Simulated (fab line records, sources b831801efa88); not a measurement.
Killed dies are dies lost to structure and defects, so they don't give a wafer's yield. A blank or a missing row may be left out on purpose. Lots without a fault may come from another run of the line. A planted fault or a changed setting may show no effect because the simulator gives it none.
Which tool did it? | flow gf180mcu | 14 lots, 42 wafers sampled, at 2 steps of a route of 602

WHAT THE GAUGES READ, wafer by wafer
GF_VT_IMPLANT_RS_MEAS_46: measures by four-point-probe.
lot  | measured     | on            | MVSD_RS (ohm/sq)
L904 | day 8 02:04  | film_metro-02 | 457.2 457.2 456.9
L905 | day 8 11:00  | film_metro-01 | 456.7 457.8 458.1
L906 | day 8 17:05  | film_metro-04 | 455.3 455.8 456.4
L909 | day 9 14:02  | film_metro-02 | 457.1 456.8 456.5
L912 | day 10 03:27 | film_metro-02 | 459.1 457.2 458.1
L913 | day 10 14:38 | film_metro-01 | 456.8 456.5 456.9
L914 | day 10 19:56 | film_metro-01 | 457.9 457.9 456.5
L916 | day 11 08:20 | film_metro-04 | 458.2 458.4 457.3
L917 | day 11 15:29 | film_metro-01 | 456.1 457.6 458.5
L918 | day 11 22:26 | film_metro-02 | 456.1 456.4 456.0
L923 | day 13 06:37 | film_metro-01 | 456.1 456.5 455.9
L924 | day 13 13:36 | film_metro-04 | 456.7 458.0 457.7
L925 | day 13 19:20 | film_metro-01 | 455.3 455.8 456.9
L926 | day 14 00:33 | film_metro-01 | 458.0 458.9 457.4

WHICH TOOL RAN EACH LOT (tool, then ch and the chambers of the sampled wafers, then the start)
lot  | GF_VT_IMPLANT_STRIP_31
L904 | plasma_asher-02 ch 0,1, day 7 09:40
L905 | plasma_asher-04 ch 0,1, day 7 17:49
L906 | plasma_asher-04 ch 0,1, day 7 23:52
L909 | plasma_asher-01 ch 0,1, day 8 19:52
L912 | plasma_asher-01 ch 0,1, day 9 09:34
L913 | plasma_asher-02 ch 0,1, day 9 19:55
L914 | plasma_asher-04 ch 0,1, day 10 00:53
L916 | plasma_asher-02 ch 0,1, day 10 13:23
L917 | plasma_asher-01 ch 0,1, day 10 20:23
L918 | plasma_asher-01 ch 0,1, day 11 04:13
L923 | plasma_asher-02 ch 1, day 12 10:37
L924 | plasma_asher-02 ch 0,1, day 12 17:38
L925 | plasma_asher-02 ch 1, day 12 23:11
L926 | plasma_asher-04 ch 0,1, day 13 04:04
- GF_VT_IMPLANT_STRIP_31: strips in O2/N2.

WHAT THE TOOLS THEMSELVES READ (means of the sampled wafers that have a number; where no wafer has one, the mark that the record gives instead)
GF_VT_IMPLANT_STRIP_31.
lot  | tool            | chamber_pressure_mTorr (mTorr) | drypump_motor_current_A (A) | heater_power_w (W) | oes_product_au (a.u.) | strip_time_to_endpoint_s (s)
L904 | plasma_asher-02 | 1500.4                         | 6.0                         | 339                | 0.718                 | 12.654
L905 | plasma_asher-04 | 1499.6                         | 5.9                         | 337                | 0.716                 | 12.632
L906 | plasma_asher-04 | 1501.0                         | 5.8                         | 330                | 0.713                 | 12.667
L909 | plasma_asher-01 | 1500.5                         | 5.7                         | 288                | 0.718                 | 12.634
L912 | plasma_asher-01 | 1499.9                         | 5.7                         | 284                | 0.717                 | 12.652
L913 | plasma_asher-02 | 1500.9                         | 6.0                         | 332                | 0.721                 | 12.624
L914 | plasma_asher-04 | 1500.2                         | 5.9                         | 336                | 0.718                 | 12.613
L916 | plasma_asher-02 | 1499.7                         | 6.0                         | 339                | 0.717                 | 12.630
L917 | plasma_asher-01 | 1799.2                         | 5.7                         | 288                | 0.737                 | 12.121
L918 | plasma_asher-01 | 1800.7                         | 5.7                         | 287                | 0.737                 | 12.145
L923 | plasma_asher-02 | 1499.7                         | 5.7                         | 342                | 0.715                 | 12.664
L924 | plasma_asher-02 | 1499.1                         | 6.2                         | 320                | 0.719                 | 12.642
L925 | plasma_asher-02 | 1499.8                         | 5.7                         | 343                | 0.712                 | 12.620
L926 | plasma_asher-04 | 1499.6                         | 5.8                         | 333                | 0.718                 | 12.646

THE ANSWER, worked out from the rows above alone
Rule: what is usual is taken from the lots themselves. Put in order of their means at a reading, lots are off if they are a third of the lots or fewer, leave a main group of 4 or more, and stand apart from it by a gap of 3 or more times the standard deviation of the main group's means; of several such gaps the widest counts. A main group whose means are all the same, to the digits that the tables above print for the reading, isn't used. A lot without any number at a reading at which 4 lots or more have one is off too. The other lots that the step has rows for count as sound. The gauges are gone through in route order, then the tools' own readings, and for those a lot's mean is taken as printed above. The first step at which some lot is off is used, and at that step the reading that is off furthest; a lot without a number counts as furthest.
Off: L917, L918, at GF_VT_IMPLANT_STRIP_31 (chamber_pressure_mTorr). The main group: mean 1500.0 mTorr, standard deviation 0.55.
A tool fits if, at that step or a process step before it, it ran every lot that is off, and no sound lot after the first of them. One fits: plasma_asher-01 at GF_VT_IMPLANT_STRIP_31. Its last sound lot is L912 (day 9 09:34), its first lot that is off L917 (day 10 20:23): a fault that began between those two fits.
The tool's own readings at GF_VT_IMPLANT_STRIP_31 bear it out: on the lots that are off they differ by more than 5 times the standard deviation of the sound lots' means. chamber_pressure_mTorr reads 1800.0 mTorr there against 1500.0 mTorr on the sound lots; oes_product_au reads 0.737 a.u. there against 0.717 a.u. on the sound lots; strip_time_to_endpoint_s reads 12.133 s there against 12.640 s on the sound lots.

WHAT THE SIMULATOR HAD PUT IN
Process parameter drift: plasma_asher-01, from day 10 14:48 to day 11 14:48, at GF_VT_IMPLANT_STRIP_31. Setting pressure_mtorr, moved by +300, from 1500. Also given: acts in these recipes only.
Lots struck among those shown: L917, L918. The rule above found the same.
